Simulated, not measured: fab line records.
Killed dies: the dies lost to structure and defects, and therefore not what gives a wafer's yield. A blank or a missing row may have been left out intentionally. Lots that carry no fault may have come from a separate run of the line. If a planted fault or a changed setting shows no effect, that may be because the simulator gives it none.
Struck lot and sound lot, side by side || flow sky130 || 15 out of 708 route steps
Sound: the wafers L776.1, L776.3, L776.4. The struck wafers were L779.1, L779.3, L779.5. The cause comes at the end.
At each step with rows: each side's tool, then ch and its chambers, then its first start. Under that, the readings that differ: sound wafers || struck wafers || difference of the means || sigmas: that difference in standard deviations of wafers without a fault.
alike: readings whose means differ by less than 2 such deviations, and words and numbers that are the same on both sides. not compared: withheld readings, readings that some wafer has no value for, bounds like >300 that may hide the same value, and numbers for which the record gives no deviation and whose values overlap.
Wherever a step has rows on one side only, a row that says differs or no value, or a row with sigmas, the two part there. Non-overlapping numbers with no deviation appear without sigmas and do not part them. A reading that every wafer of one side lacks parts them only if that side has two wafers or more.

first, 6 steps without rows for these wafers: SKY_GATE_OXIDE_HMDS_04 (prime time 60 s); SKY_GATE_OXIDE_COAT_05 (resist thk 1140 nm); SKY_GATE_OXIDE_SOFTBAKE_06 (time 60 s); SKY_GATE_OXIDE_EXPOSE_07 (exposes mask LVOM, target cd 600 nm); SKY_GATE_OXIDE_PEB_08; SKY_GATE_OXIDE_DEVELOP_09 (develop time 60 s).
SKY_GATE_OXIDE_OVL_MEAS_10:
  sound on overlay-02 at day 18 00:29; struck on overlay-02 at day 18 19:31
  alike: GATE_OXIDE_OVL
then, 2 steps without rows for these wafers: SKY_GATE_OXIDE_IMPLANT_11; SKY_GATE_OXIDE_WET_ETCH_12 (etches SiO2 in dHF, target depth 16.8 nm, time 336 s).
SKY_GATE_OXIDE_STRIP_13: strips in O2/N2.
  sound on plasma-asher-03 ch 0,1, day 18 00:47; struck on plasma-asher-01 ch 0, day 18 19:48
  alike: drypump-motor-current-A, oes-product-au, strip-time-to-endpoint-s
  not compared: rf-hours-counter-h
SKY_GATE_OXIDE_TW_MEAS_14:
  sound on film-metro-04 at day 18 00:53; struck on film-metro-01 at day 18 19:54
  alike: GATE_OXIDE_TW
then, 1 step without rows for these wafers: SKY_GATE_OXIDE_CLEAN_15 (cleans in SC1/SC2, time 150 s).
SKY_GATE_OXIDE_OXIDATION_16: stabilise 600 s, purge 300 s, target thk 3.57 nm.
  sound on furnace-01 ch 0, day 18 01:00; struck on furnace-02 ch 0, day 18 20:24
{"reading": "spike-tc-top-C (C)", "sound": "813.8 811.5 813.3", "struck": "806.0 808.5 808.5", "difference": -5.2, "sigmas": -2}
{"reading": "model.SiO2_of_GATE_OXIDE_OXIDATION_01.thk-nm (nm)", "sound": "11.86 11.9 11.89", "struck": "12.01 12.2 12.01", "difference": "+0.19", "sigmas": ""}
  alike: ox-temp-c-max
then, 1 step without rows for these wafers: SKY_POLY_GATE_CVD_00 (deposits poly-Si, target thk 180 nm, time 720 s).
-- the record jumps here: 30 days lie between the struck wafers' starts before and after (it left off in module POLY_GATE and takes up again in module PAD_OPEN, whose first step shown is number 708 of the route) --
SKY_PAD_OPEN_PROBE_99:
  sound on prober-02 at day 48 15:24; struck on prober-01 at day 49 02:06
{"reading": "model.etest.nfet_01v8.r-on-ohm-um", "sound": "856.5 842.5 840.1", "struck": "867.5 868 871.4", "difference": "+22.6", "sigmas": ""}
{"reading": "model.etest.nfet_01v8_lvt.drive-ua-um", "sound": "559.3 574.9 576.7", "struck": "533.5 537.4 542.1", "difference": -32.6, "sigmas": ""}
{"reading": "model.etest.nfet_01v8_swapped.drive-ua-um", "sound": "489.6 505.4 503.8", "struck": "468.2 467.6 469.3", "difference": -31.2, "sigmas": ""}
{"reading": "model.etest.nfet_01v8_turned.drive-ua-um", "sound": "494.8 511.8 506.9", "struck": "465.8 472.8 468.3", "difference": -35.5, "sigmas": ""}
{"reading": "model.etest.nfet_01v8.drive-ua-um", "sound": "490.6 507.9 505", "struck": "468.1 474.6 463.6", "difference": -32.4, "sigmas": ""}
{"reading": "model.etest.sram-nfet-pass.drive-ua-um", "sound": "486.2 483.3 496.9", "struck": "450.2 458.6 460.1", "difference": -32.5, "sigmas": ""}
  alike: killed_at_M0_to_M3, killed_at_M4_up, killed-at-contacts, killed-at-front-end, killed-at-other, killed-dies, killed-open, killed-short
  not compared: model.etest.pfet_01v8.r-on-ohm-um, model.etest.tip-sonos.rs-ohm-sq

WHERE THEY PART
SKY_GATE_OXIDE_OXIDATION_16 only, going by this record. Later steps at which nothing parts them and some readings are alike: SKY_PAD_OPEN_PROBE_99.

WHY: whatever the simulator had introduced
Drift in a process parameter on furnace-02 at SKY_GATE_OXIDE_OXIDATION_16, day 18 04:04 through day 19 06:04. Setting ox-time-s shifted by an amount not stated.
